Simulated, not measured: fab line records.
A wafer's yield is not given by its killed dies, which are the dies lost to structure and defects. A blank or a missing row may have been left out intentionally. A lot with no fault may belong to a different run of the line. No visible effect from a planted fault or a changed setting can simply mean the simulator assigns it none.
A single fault, viewed from 2 desks + flow sfqLine + numbers are kept per desk, each desk with only its own; the story behind them comes last

== AT THE TOOL OWNER'S DESK: krfScanner-01 ==
The tool's own readings at SFQ_TRILAYER_M3_LITHO_EXPOSE_076 (exposes mask M3, target cd 500 nm): means of the sampled wafers that have a number, for each lot that ran on this tool. A lot is out of limits, marked OUT, if its mean lies more than 4 standard deviations from the usual mean; the brackets give that distance.
Columns: A = exposureDoseMJCm2 at SFQ_TRILAYER_M3_LITHO_EXPOSE_076, usual 14.399; B = focusOffsetNm at SFQ_TRILAYER_M3_LITHO_EXPOSE_076, usual 0.0 nm
| lot  | first seen here | A      | B    |
|------|-----------------|--------|------|
| L675 | day 32 19:10    | 14.393 | -0.0 |
| L677 | day 33 10:34    | 14.413 | 0.5  |
| L678 | day 34 03:35    | 14.401 | -0.4 |
| L685 | day 37 01:12    | 14.387 | 0.1  |
This desk's verdict: no lot among the 4 shows anything out of limits.

== THE METROLOGY DESK ==
Lot by lot, what the gauges showed, no matter which tool ran the lot: averages of those sampled wafers that carry a number. A lot is out of limits, marked OUT, if its mean lies more than 4 standard deviations from the usual mean; the brackets give that distance.
Columns: A = INCOMING_BOW at SFQ_INCOMING_BOW_MEAS_900, usual -1 um
| lot  | first seen here | A  |
|------|-----------------|----|
| L667 | day 1 10:00     | 3  |
| L668 | day 1 15:00     | 0  |
| L669 | day 1 20:00     | -3 |
| L670 | day 2 01:00     | -2 |
| L672 | day 2 11:00     | 1  |
| L673 | day 2 16:00     | -3 |
| L675 | day 3 02:01     | -6 |
| L677 | day 3 12:00     | -3 |
| L678 | day 3 17:01     | -5 |
| L680 | day 4 03:00     | 4  |
| L681 | day 4 08:00     | 1  |
| L682 | day 4 13:01     | -9 |
| L685 | day 5 04:01     | -1 |
| L689 | day 6 00:00     | -2 |
| L690 | day 6 05:01     | -4 |
This desk's verdict: no lot among the 15 shows anything out of limits.

== PUT TOGETHER ==
Nothing out of limits was seen by the tool owner's desk.
The metrology desk saw nothing out of limits.

== WHAT WAS PUT IN BY THE SIMULATOR ==
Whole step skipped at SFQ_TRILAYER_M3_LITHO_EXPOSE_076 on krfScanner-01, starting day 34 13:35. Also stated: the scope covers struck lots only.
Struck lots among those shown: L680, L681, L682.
